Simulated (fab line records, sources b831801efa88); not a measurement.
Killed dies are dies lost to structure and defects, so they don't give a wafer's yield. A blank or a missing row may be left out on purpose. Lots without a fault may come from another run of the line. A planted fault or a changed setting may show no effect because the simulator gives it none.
fab line records | flow gf180mcu
record lots=14 wafers=42 last_day=34
route steps=602 shown M1@332 V1@337 M2@378 V2@383
lots that met no fault: from a run of the same line without faults
start_h: hours from the record's first day to the start of the lot's first wafer shown | wait_h: hours since the lot's step before | " the same as in the row above | L1.1+2: a row that stands for several wafers | - no value, or no start given | * or withheld: withheld | < > ~ a bound
route shown NAME@n: a module of which the file shows steps, and the number in the route of the first | usual: mean/standard deviation of fault-free wafers | same: alike in all rows | chamber/n: place in a boat | sites: the reading at each site | _std_site: their standard deviation | _edge_site: outer sites' mean less inner sites' | radius_mm: how far each site lies from the wafer's centre | mask NAME#n: copy n | behind: the tool/chamber that last shaped the wafer | hold: why the lot was held/for how many hours/how that ended | device: the transistor (n, p or np) that didn't switch | end of line: the same wafers' tests at the end of the route | a step without rows: its recipe alone | killed: dies lost to structure and defects at the first sort, not the wafer's yield | map: a wafer's dies, x killed, . not, _ none there
set.NAME: the setting as run; set.NAME@STEP: as run at that earlier step | model.NAME: the simulator's own value behind a step, which no gauge read
steps of the route over a sample of lots; a table a step, a row a wafer
services: from which hour (start_h, from the record's first day; less than 0 if before it) a tool's chamber was out of use, for how many hours, and why
## steps
# step GF_M1_STRIP_17
# recipe chemistry=O2/N2 power_w=1400 pressure_mtorr=1500 platen_temp_c=250 o2_flow_sccm=3000 n2_flow_sccm=300 overash_fraction=0.5
# usual drypump_motor_current_A=5.9/0.43 heater_power_w=342/26 o2_flow_sccm=3001/8.4 oes_product_au=0.558/0.0051 strip_time_to_endpoint_s=7.87/0.048
# columns lot.wafer tool chamber start_h wait_h drypump_motor_current_A heater_power_w o2_flow_sccm oes_product_au rf_hours_counter_h strip_time_to_endpoint_s
L273.4 plasma_asher-02 1 379.74 0.1 6.7 388 2999 0.557 - 7.75
L273.5 " 1 " " 6.8 388 2996 0.557 - 7.75
L273.6 " 0 " " 5.4 350 2989 0.550 - 7.77
L274.4 plasma_asher-03 0 385.71 0.1 5.9 352 3009 0.550 - 7.78
L274.5 " 0 " " 5.9 354 3002 0.551 - 7.78
L274.6 " 1 " " 5.8 326 2997 0.556 - 7.75
L275.3 plasma_asher-02 1 395.57 0.1 6.8 392 3007 0.552 - 7.86
L275.5 " 1 " " 6.8 398 2993 0.550 - 7.85
L275.6 " 0 " " 5.4 341 2987 0.558 - 7.86
L277.1 plasma_asher-03 1 422.98 0.2 5.8 327 2995 0.559 36 7.91
L277.2 " 0 " " 5.9 359 3007 0.565 36 7.86
L277.3 " 1 " " 5.8 327 2992 0.560 - 7.90
L281.2 plasma_asher-02 0 469.12 0.1 5.4 333 3007 0.560 5 7.92
L281.4 " 1 " " 6.8 365 2999 0.559 - 7.91
L281.5 " 1 " " 6.8 355 2996 0.565 - 7.90
L282.3 plasma_asher-03 0 487.07 0.1 5.9 353 3010 0.554 - 7.95
L282.4 " 1 " " 5.8 320 3008 0.559 - 7.84
L282.5 " 0 " " 5.9 351 2996 0.558 - 7.83
L289.2 plasma_asher-01 0 535.63 0.1 5.6 298 2992 0.563 63 7.87
L289.4 " 0 " " 5.6 294 2991 0.555 - 7.88
L289.6 " 1 " " 6.1 366 3009 0.556 - 7.87
L290.1 plasma_asher-03 0 536.12 0.1 5.9 352 3007 0.556 51 7.82
L290.2 " 1 " " 5.9 317 3003 0.564 51 7.86
L290.6 " 1 " " 5.9 321 3002 0.563 - 7.82
L291.1 plasma_asher-02 1 545.27 0.1 6.7 373 2995 0.559 14 7.88
L291.4 " 0 " " 5.4 352 3000 0.562 - 7.92
L291.5 " 1 " " 6.8 373 2999 0.567 - 7.94
L292.4 plasma_asher-01 1 553.37 0.1 6.1 355 3001 0.558 - 7.97
L292.5 " 0 " " 5.6 298 2995 0.558 - 7.93
L292.6 " 1 " " 6.1 366 3001 0.554 - 7.87
L293.2 plasma_asher-01 0 562.57 0.1 5.6 294 3011 0.557 65 7.95
L293.4 " 0 " " 5.6 294 3005 0.548 - 7.94
L293.5 " 0 " " 5.6 289 3001 0.563 - 7.93
L294.1 plasma_asher-01 0 564.53 0.1 5.6 291 2993 0.550 66 7.82
L294.4 " 0 " " 5.6 295 2994 0.557 - 7.79
L294.6 " 0 " " 5.6 295 3004 0.558 - 7.80
L295.2 plasma_asher-03 1 573.03 0.1 5.8 324 2998 0.560 55 7.86
L295.4 " 1 " " 5.8 324 3014 0.562 - 7.93
L295.6 " 1 " " 5.8 326 3009 0.559 - 7.86
L296.1 plasma_asher-02 1 580.63 0.1 6.7 360 2992 0.558 17 7.82
L296.2 " 0 " " 5.4 339 3001 0.554 17 7.89
L296.5 " 1 " " 6.8 366 3013 0.557 - 7.83
# step GF_V1_CVD_02
# recipe material=SiO2 target_thk_nm=850 precursor=TEOS temp_c=400 time_s=94.851 rf_w=600
# usual heater_power_w=664/90
# columns lot.wafer tool chamber start_h wait_h heater_power_w
L273.4 pecvd-04 1 380.41 0.1 535
L273.5 " 2 " " 619
L273.6 " 0 " " 600
L274.4 pecvd-04 0 386.41 0.1 593
L274.5 " 1 " " 598
L274.6 " 2 " " 609
L275.3 pecvd-02 1 396.20 0.0 755
L275.5 " 1 " " 598
L275.6 " 0 " " 802
L277.1 pecvd-02 0 423.69 0.1 796
L277.2 " 2 " " 626
L277.3 " 1 " " 738
L281.2 pecvd-04 2 469.82 0.0 675
L281.4 " 1 " " 591
L281.5 " 0 " " 708
L282.3 pecvd-03 1 488.04 0.0 679
L282.4 " 0 " " 543
L282.5 " 2 " " 620
L289.2 pecvd-04 0 536.30 0.0 737
L289.4 " 1 " " 616
L289.6 " 2 " " 630
L290.1 pecvd-02 1 536.78 0.1 649
L290.2 " 2 " " 724
L290.6 " 1 " " 714
L291.1 pecvd-03 1 545.93 0.1 731
L291.4 " 2 " " 748
L291.5 " 0 " " 604
L292.4 pecvd-03 0 554.04 0.1 562
L292.5 " 2 " " 758
L292.6 " 1 " " 702
L293.2 pecvd-02 1 563.27 0.0 753
L293.4 " 1 " " 603
L293.5 " 2 " " 752
L294.1 pecvd-04 1 565.24 0.1 562
L294.4 " 2 " " 662
L294.6 " 0 " " 685
L295.2 pecvd-02 1 573.70 0.0 756
L295.4 " 0 " " 729
L295.6 " 1 " " 594
L296.1 pecvd-02 2 581.39 0.1 674
L296.2 " 0 " " 899
L296.5 " 2 " " 710
# step GF_M2_METAL_ETCH_16
# recipe chemistry=Cl2/BCl3 mask_material=KrF target_depth_nm=627.5 stop_on=SiO2 pressure_mtorr=8 icp_w=800 bias_w=140 Cl2_flow_sccm=80 bcl3_flow_sccm=40 time_s=104.6
# usual drypump_motor_current_A=5.47/0.29 he_backside_leak_sccm=3.4/0.32 oes_product_au=0.975/0.0059 throttle_valve_pct=28.247/0.0097
# columns lot.wafer tool chamber start_h wait_h drypump_motor_current_A he_backside_leak_sccm oes_product_au rf_hours_counter_h throttle_valve_pct
L273.4 rie_metal-02 0 430.08 0.1 5.31 3.1 0.977 - 28.255
L273.5 " 0 " " 5.30 3.1 0.975 - 28.266
L273.6 " 0 " " 5.31 3.1 0.970 - 28.251
L274.4 rie_metal-01 1 435.06 0.0 5.75 3.6 0.983 - 28.248
L274.5 " 0 " " 5.63 3.7 0.976 - 28.238
L274.6 " 1 " " 5.76 3.6 0.978 - 28.240
L275.3 rie_metal-04 1 444.69 0.1 5.49 3.7 0.966 - 28.253
L275.5 " 0 " " 5.02 3.4 0.981 - 28.239
L275.6 " 1 " " 5.53 3.6 0.980 - 28.245
L277.1 rie_metal-01 1 474.12 0.0 5.77 3.8 0.968 2.5 28.240
L277.2 " 0 " " 5.64 3.7 0.974 9.6 28.231
L277.3 " 1 " " 5.76 3.7 0.973 - 28.239
L281.2 rie_metal-01 1 519.40 0.1 5.78 3.4 0.816 - 28.418
L281.4 " 1 " " 5.77 3.5 0.986 - 28.255
L281.5 " 1 " " 5.78 3.4 0.809 - 28.424
L282.3 rie_metal-01 0 537.30 0.1 5.63 3.4 0.967 - 28.247
L282.4 " 1 " " 5.77 3.5 0.970 - 28.234
L282.5 " 0 " " 5.64 3.1 0.804 - 28.428
L289.2 rie_metal-04 0 582.65 0.1 5.02 3.4 0.974 - 28.242
L289.4 " 0 " " 5.00 3.5 0.981 - 28.243
L289.6 " 0 " " 5.02 3.4 0.977 - 28.248
L290.1 rie_metal-02 0 583.17 0.0 5.30 2.8 0.969 7.9 28.245
L290.2 " 1 " " 5.75 3.3 0.975 3.2 28.239
L290.6 " 0 " " 5.30 3.0 0.975 - 28.248
L291.1 rie_metal-02 1 592.00 0.0 5.68 3.5 0.987 3.5 28.231
L291.4 " 1 " " 5.73 3.5 0.976 - 28.235
L291.5 " 0 " " 5.28 3.0 0.976 - 28.260
L292.4 rie_metal-01 1 599.06 0.0 5.78 3.7 0.971 - 28.251
L292.5 " 1 " " 5.79 3.4 0.966 - 28.246
L292.6 " 0 " " 5.62 3.4 0.974 - 28.263
L293.2 rie_metal-01 0 608.57 0.0 5.64 3.4 0.973 2.2 28.237
L293.4 " 1 " " 5.76 3.8 0.980 - 28.242
L293.5 " 1 " " 5.75 3.6 0.982 - 28.238
L294.1 rie_metal-04 0 609.27 0.0 4.98 3.4 0.961 6.8 28.268
L294.4 " 0 " " 5.03 3.4 0.975 - 28.259
L294.6 " 1 " " 5.49 3.6 0.975 - 28.244
L295.2 rie_metal-01 0 617.90 0.0 5.63 3.1 0.978 2.4 28.251
L295.4 " 0 " " 5.66 3.0 0.966 - 28.251
L295.6 " 1 " " 5.76 3.2 0.975 - 28.237
L296.1 rie_metal-04 0 625.10 0.0 5.04 3.4 0.979 7.1 28.237
L296.2 " 1 " " 5.49 3.8 0.973 7.1 28.251
L296.5 " 0 " " 5.03 3.4 0.965 - 28.253
# step GF_M2_STRIP_17
# recipe chemistry=O2/N2 power_w=1400 pressure_mtorr=1500 platen_temp_c=250 o2_flow_sccm=3000 n2_flow_sccm=300 overash_fraction=0.5
# usual drypump_motor_current_A=5.9/0.64 heater_power_w=339/22 o2_flow_sccm=2999/9.6 oes_product_au=0.557/0.0049 strip_time_to_endpoint_s=7.87/0.038
# columns lot.wafer tool chamber start_h wait_h drypump_motor_current_A heater_power_w o2_flow_sccm oes_product_au rf_hours_counter_h strip_time_to_endpoint_s
L273.4 plasma_asher-02 1 430.28 0.2 6.8 371 3023 0.557 - 7.84
L273.5 " 0 " " 5.4 337 3002 0.553 - 7.87
L273.6 " 1 " " 6.7 357 3012 0.555 - 7.82
L274.4 plasma_asher-02 0 435.17 0.1 5.4 336 2993 0.561 - 7.80
L274.5 " 1 " " 6.8 365 2992 0.557 - 7.83
L274.6 " 0 " " 5.4 338 2993 0.548 - 7.83
L275.3 plasma_asher-04 0 444.80 0.1 5.2 305 2983 0.555 - 7.80
L275.5 " 1 " " 5.2 314 2995 0.554 - 7.85
L275.6 " 0 " " 5.2 312 2986 0.556 - 7.82
L277.1 plasma_asher-02 0 474.23 0.1 5.4 330 2997 0.560 6 7.87
L277.2 " 1 " " 6.8 362 3013 0.562 6 7.88
L277.3 " 1 " " 6.8 361 2994 0.558 - 7.84
L281.2 plasma_asher-03 1 519.59 0.1 5.8 326 3019 0.591 49 8.58
L281.4 " 0 " " 5.9 352 2991 0.557 - 7.81
L281.5 " 0 " " 5.9 354 2978 0.587 - 8.57
L282.3 plasma_asher-03 1 537.41 0.1 5.8 325 3003 0.556 - 7.97
L282.4 " 0 " " 5.9 347 2997 0.558 - 7.84
L282.5 " 0 " " 5.9 357 2989 0.599 - 8.64
L289.2 plasma_asher-03 0 582.84 0.1 5.9 346 2978 0.552 56 7.83
L289.4 " 1 " " 5.9 324 2987 0.556 - 7.89
L289.6 " 0 " " 5.9 356 2990 0.560 - 7.88
L290.1 plasma_asher-04 1 583.28 0.1 5.3 295 3013 0.561 94 7.87
L290.2 " 0 " " 5.2 309 3001 0.558 94 7.88
L290.6 " 0 " " 5.2 316 2997 0.560 - 7.86
L291.1 plasma_asher-02 1 592.11 0.1 6.8 360 3012 0.564 19 7.89
L291.4 " 0 " " 5.4 343 2999 0.554 - 7.89
L291.5 " 0 " " 5.4 348 2993 0.555 - 7.82
L292.4 plasma_asher-02 0 599.17 0.1 5.4 332 3005 0.551 - 7.80
L292.5 " 0 " " 5.4 337 2999 0.558 - 7.83
L292.6 " 1 " " 6.8 362 2986 0.559 - 7.86
L293.2 plasma_asher-02 0 608.68 0.1 5.4 339 2994 0.552 20 7.86
L293.4 " 1 " " 6.8 366 2983 0.555 - 7.80
L293.5 " 1 " " 6.8 368 2995 0.554 - 7.83
L294.1 plasma_asher-02 1 609.38 0.1 6.7 372 3000 0.569 20 7.89
L294.4 " 0 " " 5.4 339 2992 0.554 - 7.90
L294.6 " 1 " " 6.8 357 3013 0.566 - 7.88
L295.2 plasma_asher-04 1 618.01 0.1 5.2 310 3015 0.562 98 7.92
L295.4 " 1 " " 5.2 304 3004 0.558 - 7.93
L295.6 " 0 " " 5.2 309 3016 0.564 - 7.87
L296.1 plasma_asher-02 0 625.21 0.1 5.4 336 3000 0.556 22 7.88
L296.2 " 1 " " 6.8 360 3005 0.558 22 7.88
L296.5 " 1 " " 6.8 366 2999 0.561 - 7.90
# step GF_V2_THK_MEAS_01
# recipe reads=SiO2_of_V2_CVD_00
# usual V2_CVD_00_THK=599/6.7
# columns lot.wafer tool chamber start_h wait_h V2_CVD_00_THK[nm]
L273.4 film_metro-01 - 430.89 0.0 598
L273.5 " - " " 612
L273.6 " - " " 598
L274.4 film_metro-03 - 435.77 0.0 590
L274.5 " - " " 594
L274.6 " - " " 585
L275.3 film_metro-01 - 445.39 0.1 600
L275.5 " - " " 604
L275.6 " - " " 603
L277.1 film_metro-03 - 474.96 0.0 597
L277.2 " - " " 594
L277.3 " - " " 596
L281.2 film_metro-04 - 520.23 0.0 594
L281.4 " - " " 591
L281.5 " - " " 588
L282.3 film_metro-01 - 538.00 0.1 603
L282.4 " - " " 595
L282.5 " - " " 601
L289.2 film_metro-04 - 583.45 0.0 605
L289.4 " - " " 603
L289.6 " - " " 597
L290.1 film_metro-04 - 583.89 0.0 607
L290.2 " - " " 595
L290.6 " - " " 597
L291.1 film_metro-04 - 592.72 0.0 594
L291.4 " - " " 604
L291.5 " - " " 598
L292.4 film_metro-01 - 599.77 0.0 595
L292.5 " - " " 609
L292.6 " - " " 604
L293.2 film_metro-01 - 609.30 0.0 614
L293.4 " - " " 606
L293.5 " - " " 612
L294.1 film_metro-01 - 609.99 0.0 610
L294.4 " - " " 609
L294.6 " - " " 603
L295.2 film_metro-04 - 618.63 0.0 601
L295.4 " - " " 594
L295.6 " - " " 602
L296.1 film_metro-04 - 625.85 0.0 595
L296.2 " - " " 596
L296.5 " - " " 595
## services
# columns tool chamber start_h hours kind
rie_metal-01 - 376.47 0.9 repair
pecvd-04 - 383.03 1.0 repair
plasma_asher-02 - 385.01 4.6 repair
rie_metal-04 - 391.66 0.9 repair
plasma_asher-01 - 419.90 82.0 repair
plasma_asher-02 - 421.25 9.0 pm
rie_metal-01 1 426.06 6.9 repair
rie_metal-04 - 427.95 1.4 pm
plasma_asher-01 - 433.30 3.2 repair
plasma_asher-03 - 440.73 2.4 repair
pecvd-02 - 444.39 2.8 repair
pecvd-02 0 447.86 9.0 repair
rie_metal-04 1 453.32 140.2 repair
pecvd-02 - 472.16 28.1 pm
plasma_asher-01 - 508.93 2.8 repair
rie_metal-01 0 509.03 4.4 repair
pecvd-02 2 524.13 9.1 repair
pecvd-04 - 539.65 14.6 pm
rie_metal-01 - 550.17 0.7 repair
rie_metal-04 - 562.48 0.6 repair
pecvd-02 - 563.37 1.2 repair
pecvd-04 - 591.12 14.0 pm
pecvd-02 - 602.32 1.0 repair
pecvd-02 1 618.36 7.5 repair
## key
first_sign step=GF_M2_METAL_ETCH_16 reading=oes_product_au direction=down sigmas=28 usual=0.975 struck=0.810
effect step=GF_M2_METAL_ETCH_16 reading=throttle_valve_pct direction=up sigmas=18 usual=28.247 struck=28.424
effect step=GF_M2_STRIP_17 reading=strip_time_to_endpoint_s direction=up sigmas=19 usual=* struck=*
met_at GF_M2_METAL_ETCH_16
struck_lots L281,L282
struck_wafers L281.2,L281.5,L282.5
sort_left_out L281.2,L281.5,L282.5
not_acting_at GF_M1_STRIP_17,GF_V1_CVD_02,GF_V2_THK_MEAS_01
onset_between 474.12 519.40
fault kind=process_parameter_drift tool=rie_metal-01 chamber=- onset_h=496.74 steps=GF_M2_METAL_ETCH_16 channel=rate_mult offset=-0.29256 shape=step end_h=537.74 scope=struck_wafers_only
# sort_left_out: the simulated sort isn't trusted on such a fault, so these wafers' sort isn't shown, and their yield isn't known
